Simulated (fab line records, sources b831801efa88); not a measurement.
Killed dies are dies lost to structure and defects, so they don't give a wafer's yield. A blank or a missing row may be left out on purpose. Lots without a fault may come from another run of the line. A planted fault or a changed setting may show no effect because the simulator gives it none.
A struck lot beside a sound one | flow sky130 | 35 steps out of a route of 708
Sound: wafers L719.1, L719.3, L719.4. Struck: wafers L706.1, L706.3, L706.4. The cause comes at the end.
At each step with rows: each side's tool, then ch and its chambers, then its first start. Under that, the readings that differ: sound wafers | struck wafers | difference of the means | sigmas: that difference in standard deviations of wafers without a fault.
alike: readings whose means differ by less than 2 such deviations, and words and numbers that are the same on both sides. not compared: withheld readings, readings that some wafer has no value for, bounds like >300 that may hide the same value, and numbers for which the record gives no deviation and whose values overlap.
The two part at a step that has a row with sigmas, a row that says differs or no value, or rows on one side only. Numbers that don't overlap but have no deviation are shown without sigmas and don't part them. A reading that every wafer of one side lacks parts them only if that side has two wafers or more.

SKY_SD_P_CD_MEAS_07: target cd 380 nm.
  sound on cd_sem-01, day 32 23:01; struck on cd_sem-01, day 27 21:14
  alike: cd_nm
SKY_SD_P_OVL_MEAS_08:
  sound on overlay-01, day 32 23:08; struck on overlay-01, day 27 21:22
  alike: SD_P_OVL
then, 1 step without rows for these wafers: SKY_SD_P_IMPLANT_09.
SKY_SD_P_STRIP_10: strips in O2/N2.
  sound on plasma_asher-01 ch 0,1, day 32 23:25; struck on plasma_asher-02 ch 0,1, day 27 21:33
  alike: drypump_motor_current_A, oes_product_au, strip_time_to_endpoint_s
  not compared: rf_hours_counter_h
SKY_SD_P_TW_MEAS_11:
  sound on film_metro-01, day 32 23:31; struck on film_metro-01, day 27 21:39
  alike: SD_P_TW
then, 7 steps without rows for these wafers: SKY_RES_XHIGH_DEHYDRATE_00 (time 60 s); SKY_RES_XHIGH_HMDS_01 (prime time 60 s); SKY_RES_XHIGH_COAT_02 (resist thk 1140 nm); SKY_RES_XHIGH_SOFTBAKE_03 (time 60 s); SKY_RES_XHIGH_EXPOSE_04 (exposes mask URPM, target cd 1270 nm); SKY_RES_XHIGH_PEB_05; SKY_RES_XHIGH_DEVELOP_06 (develop time 60 s).
SKY_RES_XHIGH_IMPLANT_07:
  sound on implanter-04 ch 0, day 34 02:12; struck on implanter-04 ch 0, day 29 01:59
SKY_RES_XHIGH_STRIP_08: strips in O2/N2.
  sound on plasma_asher-01 ch 0,1, day 34 02:21; struck on plasma_asher-04 ch 0,1, day 29 02:08
  alike: drypump_motor_current_A, oes_product_au, strip_time_to_endpoint_s
  not compared: rf_hours_counter_h
SKY_RES_XHIGH_TW_MEAS_09:
  sound on film_metro-03, day 34 02:27; struck on film_metro-01, day 29 02:14
  reading      | sound          | struck         | difference | sigmas
  RES_XHIGH_TW | 1606 1605 1598 | 1551 1548 1550 | -53        | -3
then, 7 steps without rows for these wafers: SKY_SD_N_DEHYDRATE_00 (time 60 s); SKY_SD_N_HMDS_01 (prime time 60 s); SKY_SD_N_COAT_02 (resist thk 1140 nm); SKY_SD_N_SOFTBAKE_03 (time 60 s); SKY_SD_N_EXPOSE_04 (exposes mask NSDM, target cd 380 nm); SKY_SD_N_PEB_05; SKY_SD_N_DEVELOP_06 (develop time 60 s).
SKY_SD_N_CD_MEAS_07: target cd 380 nm.
  sound on cd_sem-01, day 35 05:23; struck on cd_sem-01, day 30 05:40
  alike: cd_nm
SKY_SD_N_OVL_MEAS_08:
  sound on overlay-02, day 35 05:31; struck on overlay-01, day 30 05:47
  reading       | sound          | struck      | difference | sigmas
  SD_N_OVL (nm) | -2.0 -0.8 -1.6 | 2.2 1.9 1.2 | +3.2       | +2
then, 2 steps without rows for these wafers: SKY_SD_N_IMPLANT_09; SKY_SD_N_IMPLANT_10.
SKY_SD_N_STRIP_11: strips in O2/N2.
  sound on plasma_asher-04 ch 0,1, day 35 05:51; struck on plasma_asher-03 ch 0,1, day 30 06:07
  alike: drypump_motor_current_A, oes_product_au, strip_time_to_endpoint_s
  not compared: rf_hours_counter_h
SKY_SD_N_TW_MEAS_12:
  sound on film_metro-04, day 35 05:57; struck on film_metro-04, day 30 06:13
  alike: SD_N_TW
then, 1 step without rows for these wafers: SKY_SD_N_CLEAN_13 (cleans in SC1/SC2, time 150 s).
SKY_SD_N_RTA_14: time 2 s.
  sound on rtp_anneal-01 ch 0, day 35 06:04; struck on rtp_anneal-01 ch 0, day 30 06:20
  alike: chamber_o2_ppm, lamp_power_pct, wafer_temp_C_max
SKY_SD_N_RS_MEAS_16: measures by four-point-probe.
  sound on film_metro-04, day 35 06:14; struck on film_metro-03, day 30 06:31
  alike: SD_N_RS
SKY_SD_N_RS_MEAS_17: measures by four-point-probe.
  sound on film_metro-04, day 35 06:22; struck on film_metro-03, day 30 06:38
  alike: SD_P_RS
SKY_SD_N_RS_MEAS_18: measures by four-point-probe.
  sound on film_metro-04, day 35 06:29; struck on film_metro-03, day 30 06:45
  reading               | sound             | struck            | difference | sigmas
  RES_XHIGH_RS (ohm/sq) | 331.1 332.6 332.0 | 385.6 386.7 386.5 | +54.4      | +42
then, 1 step without rows for these wafers: SKY_SALICIDE_CLEAN_00 (cleans in HF-last, time 30 s).
-- the record jumps here: 17 days lie between the struck wafers' starts before and after (it left off in module SALICIDE and takes up again in module PAD_OPEN, whose first step shown is number 708 of the route) --
SKY_PAD_OPEN_PROBE_99:
  sound on prober-01, day 50 20:05; struck on prober-01, day 47 11:53
  reading                                            | sound             | struck                        | difference | sigmas
  killed_at_M0_to_M3                                 | 66 45 57          | 37 34 49                      | -16        | -2
  killed_dies                                        | 117 91 95         | 86 72 85                      | -20        | -2
  killed_short                                       | 47 40 51          | 39 24 33                      | -14        | -2
  model.etest.res_xhigh_po.line_ohm_um               | 5688 5477 6022    | 1.097e+04 1.114e+04 1.089e+04 | +5.271e+03 |
  model.etest.res_xhigh_po.rs_ohm_sq_range           | 50.16 75.14 73.31 | 2115 2130 2197                | +2081      |
  model.etest.res_xhigh_po.rs_ohm_sq                 | 1984 1932 2101    | 3804 3822 3818                | +1809      |
  model.etest.res_xhigh_po.rs_ohm_sq_rim_less_centre | 16.9 50.23 56.9   | -625.5 -642.7 -545.5          | -645.9     |
  alike: killed_at_M4_up, killed_at_contacts, killed_at_front_end, killed_at_other, killed_open

WHERE THEY PART
First at SKY_RES_XHIGH_TW_MEAS_09; last, within this record, at SKY_PAD_OPEN_PROBE_99.

WHY: what the simulator had put in
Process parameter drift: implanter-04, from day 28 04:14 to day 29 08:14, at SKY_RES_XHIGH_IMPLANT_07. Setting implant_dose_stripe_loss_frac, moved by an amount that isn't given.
